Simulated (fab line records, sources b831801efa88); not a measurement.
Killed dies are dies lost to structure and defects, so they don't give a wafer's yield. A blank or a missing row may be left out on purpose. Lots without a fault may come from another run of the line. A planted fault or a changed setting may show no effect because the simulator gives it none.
fab line records | flow gf180mcu
record lots=5 wafers=15 last_day=33
route steps=602 shown HV_LDD@219 NSD@235
lots that met no fault: from a run of the same line without faults
start_h: hours from the record's first day to the start of the lot's first wafer shown | wait_h: hours since the lot's step before | " the same as in the row above | L1.1+2: a row that stands for several wafers | - no value, or no start given | * or withheld: withheld | < > ~ a bound
route shown NAME@n: a module of which the file shows steps, and the number in the route of the first | usual: mean/standard deviation of fault-free wafers | same: alike in all rows | chamber/n: place in a boat | sites: the reading at each site | _std_site: their standard deviation | _edge_site: outer sites' mean less inner sites' | radius_mm: how far each site lies from the wafer's centre | mask NAME#n: copy n | behind: the tool/chamber that last shaped the wafer | hold: why the lot was held/for how many hours/how that ended | device: the transistor (n, p or np) that didn't switch | end of line: the same wafers' tests at the end of the route | a step without rows: its recipe alone | killed: dies lost to structure and defects at the first sort, not the wafer's yield | map: a wafer's dies, x killed, . not, _ none there
set.NAME: the setting as run; set.NAME@STEP: as run at that earlier step | model.NAME: the simulator's own value behind a step, which no gauge read
lots at some steps of the route; a table a step, a row a wafer
services: from which hour (start_h, from the record's first day; less than 0 if before it) a tool's chamber was out of use, for how many hours, and why
## steps
# step GF_HV_LDD_EXPOSE_43
# recipe mask_id=Pplus_HV_AREA target_cd_nm=400 na=0.6 source_shape=conventional sigma_outer=0.6 dose_mj=140
# usual stage_vel_mm_s=500.06/0.23
# columns lot.wafer tool chamber start_h wait_h mask stage_vel_mm_s
L075.4 iline_stepper-02 0 - - Pplus_HV_AREA#0 499.79
L075.5 " 0 " " Pplus_HV_AREA#0 499.61
L075.6 " 0 " " Pplus_HV_AREA#0 499.73
L085.1 iline_stepper-01 0 - - Pplus_HV_AREA#0 499.76
L085.2 " 0 " " Pplus_HV_AREA#0 500.11
L085.6 " 0 " " Pplus_HV_AREA#0 500.05
L087.2 iline_stepper-01 0 - - Pplus_HV_AREA#0 499.88
L087.5 " 0 " " Pplus_HV_AREA#0 499.88
L087.6 " 0 " " Pplus_HV_AREA#0 499.86
L089.2 iline_stepper-02 0 - - Pplus_HV_AREA#0 500.44
L089.3 " 0 " " Pplus_HV_AREA#0 500.40
L089.5 " 0 " " Pplus_HV_AREA#0 500.40
L090.1 iline_stepper-02 0 - - Pplus_HV_AREA#0 499.95
L090.2 " 0 " " Pplus_HV_AREA#0 500.00
L090.5 " 0 " " Pplus_HV_AREA#0 499.99
# step GF_HV_LDD_PEB_44
# recipe temp_c=withheld time_s=* resist=NOVOLAK
# usual chill_plate_temp_C=*
# columns lot.wafer tool chamber start_h wait_h chill_plate_temp_C
L075.4 litho_track-02 0 - - *
L075.5 " 0 " " *
L075.6 " 0 " " *
L085.1 litho_track-03 0 - - *
L085.2 " 0 " " *
L085.6 " 0 " " *
L087.2 litho_track-03 0 - - *
L087.5 " 0 " " *
L087.6 " 0 " " *
L089.2 litho_track-02 0 - - *
L089.3 " 0 " " *
L089.5 " 0 " " *
L090.1 litho_track-01 0 - - *
L090.2 " 0 " " *
L090.5 " 0 " " *
# step GF_HV_LDD_DEVELOP_45
# recipe develop_time_s=60 dev_temp_c=23
# usual chill_plate_temp_C=22.98/0.099 developer_temp_C=22.98/0.11
# columns lot.wafer tool chamber start_h wait_h chill_plate_temp_C developer_temp_C
L075.4 litho_track-02 0 281.38 0.1 22.83 22.98
L075.5 " 0 " " 22.94 22.92
L075.6 " 0 " " 22.84 22.97
L085.1 litho_track-03 0 366.14 0.1 22.87 23.15
L085.2 " 0 " " 22.89 23.18
L085.6 " 0 " " 22.93 23.08
L087.2 litho_track-03 0 401.56 0.1 23.02 22.91
L087.5 " 0 " " 22.99 23.07
L087.6 " 0 " " 23.02 22.98
L089.2 litho_track-02 0 402.28 0.1 23.00 22.96
L089.3 " 0 " " 23.05 23.03
L089.5 " 0 " " 23.11 23.06
L090.1 litho_track-01 0 414.00 0.1 22.92 23.16
L090.2 " 0 " " 22.87 22.99
L090.5 " 0 " " 22.86 22.97
# step GF_HV_LDD_CD_MEAS_46
# recipe target_cd_nm=400
# usual cd_nm=399.2/2.7
# columns lot.wafer tool chamber start_h wait_h cd_nm
L075.4 cd_sem-01 - 281.56 0.1 403.0
L075.5 " - " " 402.1
L075.6 " - " " 402.8
L085.1 cd_sem-01 - 366.29 0.1 397.7
L085.2 " - " " 397.7
L085.6 " - " " 397.5
L087.2 cd_sem-02 - 401.70 0.1 407.3
L087.5 " - " " 405.0
L087.6 " - " " 405.1
L089.2 cd_sem-01 - 402.43 0.1 398.7
L089.3 " - " " 401.7
L089.5 " - " " 398.1
L090.1 cd_sem-01 - 414.15 0.1 400.1
L090.2 " - " " 401.4
L090.5 " - " " 398.1
# step GF_HV_LDD_OVL_MEAS_47
# usual HV_LDD_03_OVL=-1.4/1.3
# columns lot.wafer tool chamber start_h wait_h HV_LDD_03_OVL[nm]
L075.4 overlay-02 - 281.63 0.1 -1.9
L075.5 " - " " -2.9
L075.6 " - " " -2.1
L085.1 overlay-01 - 366.41 0.1 -0.9
L085.2 " - " " -2.6
L085.6 " - " " -4.2
L087.2 overlay-02 - 401.81 0.1 -2.4
L087.5 " - " " 0.1
L087.6 " - " " -2.1
L089.2 overlay-01 - 402.53 0.1 -0.4
L089.3 " - " " -0.5
L089.5 " - " " -0.7
L090.1 overlay-02 - 414.27 0.1 -2.0
L090.2 " - " " -3.4
L090.5 " - " " -5.8
# step GF_HV_LDD_IMPLANT_48
# recipe species=B energy_kev=25 dose_cm2=3e+13 tilt_deg=7
# columns lot.wafer tool chamber start_h wait_h
L075.4+5+6 implanter-04 0 281.73 0.1
L085.1+2+6 implanter-04 0 366.44 0.0
L087.2+5+6 implanter-04 0 401.87 0.0
L089.2+3+5 implanter-02 0 402.59 0.0
L090.1+2+5 implanter-01 0 414.31 0.0
# step GF_HV_LDD_STRIP_49
# recipe chemistry=O2/N2 power_w=1400 pressure_mtorr=1500 platen_temp_c=250 o2_flow_sccm=3000 n2_flow_sccm=300 overash_fraction=0.5
# usual chamber_pressure_mTorr=1499.9/1.4 drypump_motor_current_A=5.6/0.61 heater_power_w=355/36 oes_product_au=0.716/0.0047 platen_temp_c=250.00/0.17 strip_time_to_endpoint_s=12.64/0.037
# columns lot.wafer tool chamber start_h wait_h chamber_pressure_mTorr drypump_motor_current_A heater_power_w oes_product_au platen_temp_c rf_hours_counter_h strip_time_to_endpoint_s
L075.4 plasma_asher-01 1 281.83 0.1 1502.6 5.5 303 0.712 250.11 - 12.69
L075.5 " 1 " " 1499.1 5.5 303 0.719 250.13 - 12.65
L075.6 " 0 " " 1499.9 5.7 394 0.715 249.87 - 12.67
L085.1 plasma_asher-01 0 366.59 0.1 1498.3 5.7 406 0.715 249.70 73 12.63
L085.2 " 1 " " 1499.5 5.5 300 0.716 249.86 73 12.59
L085.6 " 1 " " 1498.8 5.5 298 0.713 250.07 - 12.64
L087.2 plasma_asher-02 0 401.99 0.1 1497.4 6.2 316 0.718 250.02 29 12.57
L087.5 " 1 " " 1500.5 6.4 354 0.714 249.73 - 12.63
L087.6 " 0 " " 1500.4 6.3 308 0.712 249.87 - 12.64
L089.2 plasma_asher-02 1 402.71 0.1 1500.3 6.4 356 0.713 249.85 30 12.59
L089.3 " 1 " " 1498.4 6.4 356 0.715 249.84 - 12.62
L089.5 " 1 " " 1502.2 6.4 355 0.718 249.88 - 12.60
L090.1 plasma_asher-02 0 414.46 0.1 1500.7 6.3 311 0.719 250.25 31 12.63
L090.2 " 1 " " 1500.1 6.4 363 0.719 250.02 31 12.64
L090.5 " 1 " " 1498.1 6.4 350 0.714 250.02 - 12.65
# step GF_HV_LDD_TW_MEAS_50
# usual HV_LDD_4_TW=570/4.3
# columns lot.wafer tool chamber start_h wait_h HV_LDD_4_TW
L075.4 film_metro-02 - 281.93 0.1 566
L075.5 " - " " 569
L075.6 " - " " 568
L085.1 film_metro-04 - 366.69 0.1 574
L085.2 " - " " 577
L085.6 " - " " 574
L087.2 film_metro-04 - 402.10 0.1 573
L087.5 " - " " 571
L087.6 " - " " 570
L089.2 film_metro-04 - 402.82 0.1 570
L089.3 " - " " 573
L089.5 " - " " 572
L090.1 film_metro-04 - 414.56 0.1 571
L090.2 " - " " 576
L090.5 " - " " 570
# step GF_HV_LDD_CLEAN_51
# recipe chemistry=SC1/SC2 mix=1:4:20 temp_c=70 time_s=150 dry=n2_spin
# usual bath_heat_duty_pct=14.0/1.2
# columns lot.wafer tool chamber start_h wait_h bath_heat_duty_pct
L075.4 wet_bench-02 2 281.96 0.0 13.1
L075.5 " 2 " " 13.1
L075.6 " 2 " " 14.0
L085.1 wet_bench-03 2 366.75 0.1 13.5
L085.2 " 2 " " 14.1
L085.6 " 2 " " 15.5
L087.2 wet_bench-01 2 402.15 0.0 14.4
L087.5 " 2 " " 15.4
L087.6 " 2 " " 14.3
L089.2 wet_bench-03 0 402.87 0.0 13.8
L089.3 " 0 " " 13.7
L089.5 " 0 " " 13.8
L090.1 wet_bench-01 0 414.62 0.1 15.5
L090.2 " 0 " " 15.8
L090.5 " 0 " " 14.7
# step GF_HV_LDD_RTA_52
# recipe temp_c=1000 time_s=10 ambient=N2
# usual lamp_power_pct=35.5/1.4 wafer_temp_C_max=1003.1/1.2
# columns lot.wafer tool chamber start_h wait_h lamp_power_pct wafer_temp_C_max
L075.4 rtp_anneal-02 0 282.05 0.0 33.3 1007.1
L075.5 " 0 " " 33.3 1002.5
L075.6 " 0 " " 33.3 1004.8
L085.1 rtp_anneal-01 0 366.80 0.0 36.4 1002.5
L085.2 " 0 " " 36.4 1002.6
L085.6 " 0 " " 36.4 1003.2
L087.2 rtp_anneal-02 0 402.22 0.0 33.3 1003.7
L087.5 " 0 " " 33.3 1004.2
L087.6 " 0 " " 33.3 1006.3
L089.2 rtp_anneal-01 0 402.94 0.0 36.3 1002.8
L089.3 " 0 " " 36.4 1003.7
L089.5 " 0 " " 36.4 1002.7
L090.1 rtp_anneal-02 0 414.67 0.0 33.3 1004.0
L090.2 " 0 " " 33.3 1005.1
L090.5 " 0 " " 33.3 1003.0
# step GF_HV_LDD_RS_MEAS_53
# recipe thk_meas_gauge=four-point-probe
# usual HV_LDD_RS=418.6/1.1
# columns lot.wafer tool chamber start_h wait_h HV_LDD_RS[ohm/sq]
L075.4 film_metro-02 - 282.14 0.1 420.1
L075.5 " - " " 420.8
L075.6 " - " " 419.6
L085.1 film_metro-01 - 366.87 0.1 417.4
L085.2 " - " " 418.5
L085.6 " - " " 416.9
L087.2 film_metro-02 - 402.29 0.1 417.9
L087.5 " - " " 417.8
L087.6 " - " " 418.0
L089.2 film_metro-01 - 403.02 0.1 417.7
L089.3 " - " " 417.1
L089.5 " - " " 418.0
L090.1 film_metro-02 - 414.73 0.1 419.3
L090.2 " - " " 419.5
L090.5 " - " " 418.6
# step GF_HV_LDD_CVD_54
# recipe material=SiO2 target_thk_nm=10 precursor=TEOS temp_c=680 time_s=75 pressure_mtorr=400
# usual zone_power_top_pct=20.8/0.74
# columns lot.wafer tool chamber start_h wait_h zone_power_top_pct
L075.4 lpcvd-02 0 282.20 0.0 20.0
L075.5 " 0 " " 20.0
L075.6 " 0 " " 20.1
L085.1 lpcvd-01 1 366.99 0.1 20.3
L085.2 " 1 " " 20.2
L085.6 " 1 " " 20.5
L087.2 lpcvd-02 0 402.39 0.1 20.0
L087.5 " 0 " " 20.4
L087.6 " 0 " " 20.3
L089.2 lpcvd-02 0 403.41 0.4 19.7
L089.3 " 0 " " 19.7
L089.5 " 0 " " 19.9
L090.1 lpcvd-01 0 414.85 0.1 20.4
L090.2 " 0 " " 20.1
L090.5 " 0 " " 20.7
# step GF_HV_LDD_THK_MEAS_55
# recipe reads=SiO2_of_HV_LDD_CVD_54
# usual HV_LDD_CVD_54_THK=9.95/0.14
# columns lot.wafer tool chamber start_h wait_h HV_LDD_CVD_54_THK[nm]
L075.4 film_metro-04 - 283.29 0.1 9.88
L075.5 " - " " 9.87
L075.6 " - " " 9.81
L085.1 film_metro-01 - 368.01 0.0 9.89
L085.2 " - " " 9.96
L085.6 " - " " 9.77
L087.2 film_metro-02 - 403.42 0.0 9.81
L087.5 " - " " 9.83
L087.6 " - " " 9.88
L089.2 film_metro-04 - 404.44 0.0 9.79
L089.3 " - " " 9.81
L089.5 " - " " 9.88
L090.1 film_metro-02 - 415.88 0.0 9.98
L090.2 " - " " 9.91
L090.5 " - " " 10.03
# step GF_HV_LDD_CVD_56
# recipe material=Si3N4 precursor=DCS/NH3 target_thk_nm=90 temp_c=770 time_s=1543 pressure_mtorr=250
# usual zone_power_top_pct=24.7/0.73
# columns lot.wafer tool chamber start_h wait_h zone_power_top_pct
L075.4 lpcvd-02 0 283.32 0.0 23.8
L075.5 " 0 " " 23.8
L075.6 " 0 " " 24.6
L085.1 lpcvd-01 0 368.07 0.1 25.1
L085.2 " 0 " " 24.3
L085.6 " 0 " " 24.5
L087.2 lpcvd-01 1 403.56 0.1 24.7
L087.5 " 1 " " 24.6
L087.6 " 1 " " 24.6
L089.2 lpcvd-01 1 404.99 0.5 24.4
L089.3 " 1 " " 24.3
L089.5 " 1 " " 24.4
L090.1 lpcvd-01 1 415.94 0.1 24.5
L090.2 " 1 " " 24.8
L090.5 " 1 " " 24.5
# step GF_HV_LDD_THK_MEAS_57
# recipe reads=Si3N4_of_HV_LDD_CVD_56
# usual HV_LDD_CVD_56_THK=89.8/0.96
# columns lot.wafer tool chamber start_h wait_h HV_LDD_CVD_56_THK[nm]
L075.4 film_metro-01 - 284.77 0.0 90.1
L075.5 " - " " 90.5
L075.6 " - " " 90.1
L085.1 film_metro-04 - 369.50 0.0 90.0
L085.2 " - " " 89.4
L085.6 " - " " 90.2
L087.2 film_metro-04 - 405.00 0.0 90.4
L087.5 " - " " 90.0
L087.6 " - " " 89.2
L089.2 film_metro-01 - 406.43 0.0 88.5
L089.3 " - " " 88.6
L089.5 " - " " 88.3
L090.1 film_metro-04 - 417.36 0.0 90.0
L090.2 " - " " 90.3
L090.5 " - " " 90.8
# step GF_HV_LDD_ETCHBACK_58
# recipe chemistry=CH3F/O2 target=Si3N4 stop_on=SiO2 source_w=400 bias_w=80 pressure_mtorr=25 ch3f_flow_sccm=40 O2_flow_sccm=30 time_s=100 target_depth_a=900
# usual bias_w=80.00/0.22 ch3f_flow_sccm=40.00/0.12 chamber_pressure_mTorr=25.003/0.023 drypump_motor_current_A=5.8/0.41 oes_product_au=0.841/0.0069 throttle_valve_pct=10.561/0.0093
# columns lot.wafer tool chamber start_h wait_h bias_w ch3f_flow_sccm chamber_pressure_mTorr drypump_motor_current_A oes_product_au rf_hours_counter_h throttle_valve_pct
L075.4 rie_diel-03 3 284.80 0.0 79.70 39.92 24.971 5.3 0.840 2 10.558
L075.5 " 3 " " 79.68 39.88 24.997 5.3 0.844 - 10.563
L075.6 " 0 " " 79.98 40.04 25.038 6.3 0.839 - 10.561
L085.1 rie_diel-01 0 369.56 0.1 79.93 40.20 25.006 5.3 0.842 12 10.572
L085.2 " 3 " " 80.18 39.74 25.035 5.8 0.833 50 10.563
L085.6 " 2 " " 80.38 39.87 24.984 6.7 0.844 - 10.565
L087.2 rie_diel-01 3 405.05 0.0 80.30 39.74 25.005 5.8 0.836 51 10.554
L087.5 " 0 " " 79.73 40.11 24.998 5.3 0.837 - 10.584
L087.6 " 3 " " 80.44 39.79 25.033 5.8 0.841 - 10.564
L089.2 rie_diel-03 0 406.48 0.0 80.02 39.73 25.000 6.3 0.839 19 10.539
L089.3 " 1 " " 79.91 40.04 24.982 5.6 0.833 7 10.547
L089.5 " 3 " " 79.89 40.05 25.019 5.3 0.831 - 10.558
L090.1 rie_diel-03 1 417.42 0.1 80.17 39.95 25.031 5.6 0.837 7 10.570
L090.2 " 2 " " 80.00 39.99 25.059 5.6 0.855 2 10.556
L090.5 " 3 " " 80.16 39.99 25.005 5.3 0.847 - 10.572
# step GF_NSD_DEHYDRATE_00
# recipe temp_c=200 time_s=60
# usual chill_plate_temp_C=22.98/0.11
# columns lot.wafer tool chamber start_h wait_h chill_plate_temp_C
L075.4 litho_track-04 0 294.60 9.8 23.05
L075.5 " 0 " " 23.17
L075.6 " 0 " " 23.02
L085.1 litho_track-04 0 380.57 11.0 23.03
L085.2 " 0 " " 23.25
L085.6 " 0 " " 23.17
L087.2 litho_track-04 0 415.90 10.8 23.10
L087.5 " 0 " " 23.24
L087.6 " 0 " " 23.27
L089.2 litho_track-03 0 417.66 11.1 23.05
L089.3 " 0 " " 22.89
L089.5 " 0 " " 22.89
L090.1 litho_track-02 0 428.91 11.4 22.85
L090.2 " 0 " " 22.88
L090.5 " 0 " " 23.08
# step GF_NSD_HMDS_01
# recipe prime_time_s=60 prime_temp_c=120
# usual chill_plate_temp_C=22.99/0.098
# columns lot.wafer tool chamber start_h wait_h chill_plate_temp_C
L075.4 litho_track-04 0 294.75 0.1 23.01
L075.5 " 0 " " 23.00
L075.6 " 0 " " 23.01
L085.1 litho_track-04 0 380.72 0.1 22.99
L085.2 " 0 " " 23.09
L085.6 " 0 " " 23.16
L087.2 litho_track-04 0 416.05 0.1 23.11
L087.5 " 0 " " 22.94
L087.6 " 0 " " 23.16
L089.2 litho_track-03 0 417.81 0.1 23.00
L089.3 " 0 " " 22.91
L089.5 " 0 " " 22.93
L090.1 litho_track-02 0 429.06 0.1 22.91
L090.2 " 0 " " 22.93
L090.5 " 0 " " 22.83
# step GF_NSD_COAT_02
# recipe resist=NOVOLAK spin_rpm=3000 resist_thk_nm=1000
# usual chill_plate_temp_C=23.01/0.093 spin_speed_rpm=3000.3/1.9
# columns lot.wafer tool chamber start_h wait_h chill_plate_temp_C spin_speed_rpm
L075.4 litho_track-04 0 294.90 0.1 22.96 3002.3
L075.5 " 0 " " 22.91 2998.3
L075.6 " 0 " " 22.97 2999.6
L085.1 litho_track-04 0 380.87 0.1 23.00 2997.8
L085.2 " 0 " " 23.06 3001.9
L085.6 " 0 " " 22.91 3000.3
L087.2 litho_track-04 0 416.20 0.1 23.10 2998.0
L087.5 " 0 " " 22.94 2999.4
L087.6 " 0 " " 23.09 2999.4
L089.2 litho_track-03 0 417.96 0.1 23.15 3001.6
L089.3 " 0 " " 23.04 3001.2
L089.5 " 0 " " 23.27 3001.1
L090.1 litho_track-02 0 429.21 0.1 22.87 3000.5
L090.2 " 0 " " 22.82 2997.1
L090.5 " 0 " " 22.96 2998.9
# step GF_NSD_SOFTBAKE_03
# recipe temp_c=90 time_s=60 resist=NOVOLAK
# usual chill_plate_temp_C=23.01/0.1
# columns lot.wafer tool chamber start_h wait_h chill_plate_temp_C
L075.4 litho_track-04 0 295.05 0.1 23.05
L075.5 " 0 " " 22.93
L075.6 " 0 " " 22.99
L085.1 litho_track-04 0 381.02 0.1 22.87
L085.2 " 0 " " 22.89
L085.6 " 0 " " 23.03
L087.2 litho_track-04 0 416.35 0.1 22.86
L087.5 " 0 " " 22.75
L087.6 " 0 " " 22.97
L089.2 litho_track-03 0 418.11 0.1 23.02
L089.3 " 0 " " 23.04
L089.5 " 0 " " 22.96
L090.1 litho_track-02 0 429.36 0.1 23.16
L090.2 " 0 " " 23.18
L090.5 " 0 " " 23.03
# step GF_NSD_EXPOSE_04
# recipe mask_id=Nplus target_cd_nm=400 na=0.6 source_shape=conventional sigma_outer=0.6 dose_mj=140
# usual stage_vel_mm_s=499.94/0.22
# columns lot.wafer tool chamber start_h wait_h mask stage_vel_mm_s
L075.4 iline_stepper-02 0 - - Nplus#0 500.19
L075.5 " 0 " " Nplus#0 499.86
L075.6 " 0 " " Nplus#0 499.83
L085.1 iline_stepper-01 0 - - Nplus#0 499.79
L085.2 " 0 " " Nplus#0 500.06
L085.6 " 0 " " Nplus#0 500.08
L087.2 iline_stepper-02 0 - - Nplus#0 500.09
L087.5 " 0 " " Nplus#0 500.08
L087.6 " 0 " " Nplus#0 499.82
L089.2 iline_stepper-02 0 - - Nplus#0 500.01
L089.3 " 0 " " Nplus#0 499.80
L089.5 " 0 " " Nplus#0 499.69
L090.1 iline_stepper-02 0 - - Nplus#0 499.67
L090.2 " 0 " " Nplus#0 500.15
L090.5 " 0 " " Nplus#0 499.61
# step GF_NSD_PEB_05
# recipe temp_c=withheld time_s=* resist=NOVOLAK
# usual chill_plate_temp_C=*
# columns lot.wafer tool chamber start_h wait_h chill_plate_temp_C
L075.4 litho_track-04 0 - - *
L075.5 " 0 " " *
L075.6 " 0 " " *
L085.1 litho_track-02 0 - - *
L085.2 " 0 " " *
L085.6 " 0 " " *
L087.2 litho_track-03 0 - - *
L087.5 " 0 " " *
L087.6 " 0 " " *
L089.2 litho_track-03 0 - - *
L089.3 " 0 " " *
L089.5 " 0 " " *
L090.1 litho_track-04 0 - - *
L090.2 " 0 " " *
L090.5 " 0 " " *
# step GF_NSD_DEVELOP_06
# recipe develop_time_s=60 dev_temp_c=23
# usual chill_plate_temp_C=22.99/0.12 developer_temp_C=23.01/0.097
# columns lot.wafer tool chamber start_h wait_h chill_plate_temp_C developer_temp_C
L075.4 litho_track-04 0 304.80 0.1 23.12 22.93
L075.5 " 0 " " 23.06 23.00
L075.6 " 0 " " 23.02 22.98
L085.1 litho_track-02 0 392.26 0.1 23.11 22.90
L085.2 " 0 " " 22.91 22.95
L085.6 " 0 " " 23.02 22.98
L087.2 litho_track-03 0 427.86 0.1 23.10 22.89
L087.5 " 0 " " 22.91 22.93
L087.6 " 0 " " 23.06 23.01
L089.2 litho_track-03 0 430.06 0.1 22.98 23.13
L089.3 " 0 " " 22.96 23.06
L089.5 " 0 " " 22.89 22.95
L090.1 litho_track-04 0 441.37 0.1 23.09 22.90
L090.2 " 0 " " 22.95 22.83
L090.5 " 0 " " 23.00 22.82
## services
# columns tool chamber start_h hours kind
implanter-04 - 256.74 1.2 repair
plasma_asher-02 - 259.65 3.1 repair
lpcvd-02 - 260.51 0.7 repair
rtp_anneal-01 - 272.47 4.8 pm
iline_stepper-01 - 286.08 4.4 pm
implanter-04 - 289.25 3.6 repair
implanter-04 - 292.86 4.4 pm
rie_diel-01 3 332.00 15.0 repair
rie_diel-01 1 332.86 4.6 repair
rie_diel-01 - 335.46 2.8 pm
lpcvd-01 - 335.56 1.0 repair
rie_diel-03 3 337.02 5.5 repair
implanter-04 - 341.39 3.1 repair
implanter-04 - 341.42 6.5 repair
rie_diel-01 3 360.48 2.7 repair
rie_diel-03 - 365.38 2.8 pm
iline_stepper-02 - 370.98 1.5 repair
plasma_asher-02 - 383.30 2.8 pm
implanter-04 - 391.56 0.6 repair
lpcvd-01 - 398.95 0.9 repair
iline_stepper-02 - 412.50 1.7 pm
iline_stepper-01 - 424.80 1.7 pm
rie_diel-03 0 429.01 11.1 repair
iline_stepper-02 - 437.87 6.3 repair
## key
fault none
